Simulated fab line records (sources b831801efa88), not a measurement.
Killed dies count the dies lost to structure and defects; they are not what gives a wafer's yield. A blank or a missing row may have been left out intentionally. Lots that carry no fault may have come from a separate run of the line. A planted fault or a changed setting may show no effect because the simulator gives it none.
Which tool is to blame? | flow sfqLine | 7 lots with 20 wafers sampled at 4 steps, on a route of 325 steps

## WHAT EACH GAUGE READ, for each wafer
SFQ_M3_RS_MEAS_919: the measuring method here is four-point-probe.
lot  | measured     | on           | M3_NB_RS (ohm/sq)
L280 | day 23 13:46 | filmMetro-03 | 0.875 0.876 0.878
L282 | day 24 01:40 | filmMetro-01 | 0.884 0.864 0.896
L286 | day 25 10:49 | filmMetro-03 | 0.871 1.047
L292 | day 28 18:20 | filmMetro-02 | 0.889 0.890 0.904
L294 | day 29 09:55 | filmMetro-03 | 0.890 0.890 0.884
L297 | day 30 07:31 | filmMetro-02 | 0.897 0.878 0.875
L300 | day 31 11:07 | filmMetro-02 | 0.866 0.893 0.894

## WHICH TOOL RAN EACH LOT (tool, then ch and the chambers of the sampled wafers, then the start)
lot  | SFQ_TRILAYER_M2_DEP_SPUTTER_055 | SFQ_TRILAYER_I2_CMP_CMP_064   | SFQ_TRILAYER_M3_DEP_SPUTTER_073
L280 | pvdSputter-05, day 18 02:24     | cmp-01 ch 0,3, day 20 17:18   | pvdSputter-04, day 23 13:39
L282 | pvdSputter-05, day 18 08:20     | cmp-02 ch 0,2,3, day 21 04:36 | pvdSputter-05, day 24 01:34
L286 | pvdSputter-06, day 19 17:55     | cmp-02 ch 0,2, day 22 14:50   | pvdSputter-03, day 25 10:43
L292 | pvdSputter-04, day 22 14:42     | cmp-02 ch 1,3, day 25 08:34   | pvdSputter-05, day 28 18:14
L294 | pvdSputter-04, day 23 02:08     | cmp-02 ch 1,2,3, day 26 00:04 | pvdSputter-05, day 29 09:50
L297 | pvdSputter-04, day 23 20:42     | cmp-01 ch 0,1,3, day 26 19:59 | pvdSputter-03, day 30 07:26
L300 | pvdSputter-06, day 24 13:30     | cmp-02 ch 0,1, day 27 21:29   | pvdSputter-03, day 31 11:02
- SFQ_TRILAYER_M2_DEP_SPUTTER_055: material Nb, target thk 200 nm, time 133.3 s.
- SFQ_TRILAYER_I2_CMP_CMP_064: polishes SiO2.
- SFQ_TRILAYER_M3_DEP_SPUTTER_073: material Nb, target thk 200 nm, time 133.3 s.

## THE ANSWER, worked out from the rows above alone
Rule: what is usual is taken from the lots themselves. The widest of any qualifying gaps counts: lots, ordered by their means at a reading, are off when they make up no more than a third of the lots, leave a main group of 4 or more, and stand apart from it by 3 or more times the standard deviation of that group's means. The tables above print the reading to a certain number of digits; a main group whose means all agree to those digits is not used. Also off: a lot with no number at a reading for which 4 or more lots have one. Where the step has rows for the other lots, those lots are counted as sound.
Off: L286, at SFQ_M3_RS_MEAS_919 (M3_NB_RS). Main group: mean 0.885 ohm/sq, sd 0.0056.
A tool fits if, at a process step before that reading, it ran every lot that is off, and no sound lot after the first of them. Gauges at SFQ_M3_RS_MEAS_919: tried the same way as those tools. No candidate that was tried fits.

## WHAT WAS PUT IN BY THE SIMULATOR
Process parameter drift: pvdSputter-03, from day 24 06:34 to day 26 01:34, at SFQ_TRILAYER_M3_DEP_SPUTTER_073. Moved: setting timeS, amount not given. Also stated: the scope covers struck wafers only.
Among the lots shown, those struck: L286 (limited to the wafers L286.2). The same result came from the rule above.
